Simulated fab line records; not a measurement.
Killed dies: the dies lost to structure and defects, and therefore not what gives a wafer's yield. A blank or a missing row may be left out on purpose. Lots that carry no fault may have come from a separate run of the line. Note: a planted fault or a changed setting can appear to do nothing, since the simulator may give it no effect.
The same fault as seen by 2 desks + flow sky130 + numbers are kept per desk, each desk with only its own; the story behind them comes last

FOR THE TOOL OWNER'S DESK: pvd sputter-02
The tool's own readings at SKY_METAL3_SPUTTER_03 (material Ti, target thk 5 nm, time 3.3 s): means of the sampled wafers that have a number, for each lot that ran on this tool. The brackets show how far a lot's mean lies from the usual mean; more than 4 standard deviations puts the lot out of limits, marked OUT.
Columns: A = throttle valve pct at SKY_METAL3_SPUTTER_03, usual 29.8 %
| lot  | first seen here | A    |
|------|-----------------|------|
| L869 | day 37 11:22    | 30.9 |
| L877 | day 40 16:50    | 29.9 |
This desk found nothing out of limits on any of the 2 lots.

METROLOGY DESK
Means of the sampled wafers that have a number, per lot and without regard to the tool the lot ran on: this is what the gauges read. The brackets show how far a lot's mean lies from the usual mean; more than 4 standard deviations puts the lot out of limits, marked OUT.
Columns: A = VIA2_W_RS at SKY_VIA2_RS_MEAS_22, usual 0.275 ohm/sq; B = VIA2_W_THK at SKY_VIA2_THK_MEAS_23, usual 429 nm
| lot  | first seen here | A     | B   |
|------|-----------------|-------|-----|
| L869 | day 37 10:50    | 0.273 | 440 |
| L872 | day 38 17:53    | 0.275 | 421 |
| L877 | day 40 16:07    | 0.273 | 442 |
| L885 | day 42 23:47    | 0.271 | 426 |
| L886 | day 43 03:31    | 0.271 | 444 |
This desk found nothing out of limits on any of the 5 lots.

TAKEN TOGETHER
The desk of the tool owner found nothing out of limits.
Metrology desk: nothing out of limits seen.

WHAT THE SIMULATOR HAD PUT IN
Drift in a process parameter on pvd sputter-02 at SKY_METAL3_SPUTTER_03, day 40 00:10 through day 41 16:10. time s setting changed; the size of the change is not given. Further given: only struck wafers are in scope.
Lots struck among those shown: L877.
